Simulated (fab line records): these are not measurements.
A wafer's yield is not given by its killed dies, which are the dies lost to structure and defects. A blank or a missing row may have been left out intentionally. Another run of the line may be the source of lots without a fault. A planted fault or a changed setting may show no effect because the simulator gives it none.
Chamber matching    flow gf180mcu    cmp-01 running GF_V3_CMP_26: 4 sister chambers
The step polishes, stops on SiO2, t overpolish 15 s, target thk 0 nm. 20 wafers are shown with their chamber, then 10 later ones without.

EACH WAFER AND ITS CHAMBER
wafer   chamber  motorCurrentA (A)  timeToEndpointS (s)
L908.2  3        9.5                88
L908.4  1        12.3               89
L908.6  2        11.4               87
L909.1  1        11.4               87
L909.3  0        12.2               80
L909.6  2        11.5               85
L911.1  0        12.0               79
L911.2  1        11.8               88
L911.4  2        11.9               88
L913.3  3        9.5                90
L913.4  2        11.5               90
L913.5  3        9.7                88
L915.1  3        9.0                85
L915.2  2        11.0               87
L915.5  2        11.5               90
L917.1  0        12.3               77
L917.4  2        10.3               83
L917.5  0        11.5               78
L920.1  3        9.6                84
L920.4  2        11.4               89

SIGNATURES (means of the wafers above)
reading          chamber 0  chamber 1  chamber 2  chamber 3  scatter within a chamber
motorCurrentA    12.000     11.833     11.312     9.460      0.408
timeToEndpointS  78.50      88.00      87.38      87.00      2.13
Rule: distance of a wafer from a chamber = root of the sum over the readings of ((wafer's reading minus chamber's mean) / reading's scatter) squared. If the next closest chamber is less than 2 further off than the closest, the wafer can't be placed; otherwise it belongs to the closest. The scatter: the root of (the sum of the squares of (reading less its chamber's mean) over the shown wafers, divided by (wafers less chambers)).

WAFERS WITHOUT THEIR CHAMBER
wafer   motorCurrentA (A)  timeToEndpointS (s)
L920.5  10.9               85
L926.1  9.7                80
L926.2  11.5               72
L926.6  11.6               74
L928.1  9.4                82
L928.4  10.6               73
L928.6  11.9               67
L929.1  11.2               82
L929.4  8.9                80
L929.6  11.0               82

EACH ONE'S CHAMBER
wafer    from the rows above                 in truth
L920.5   can't be placed: 2 or 1             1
L926.1   can't be placed: 3 or 2             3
L926.2   0                                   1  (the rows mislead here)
L926.6   0                                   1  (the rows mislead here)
L928.1   3                                   3
L928.4   0                                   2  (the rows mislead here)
L928.6   0                                   0
L929.1   can't be placed: 2 or 0 or 1        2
L929.4   3                                   3
L929.6   can't be placed: 2 or 0 or 1 or 3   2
Correctly placed: 3 of 10. From these rows, 4 cannot be placed; in 4 the true chamber is one of the candidates. Wrongly placed: 3.
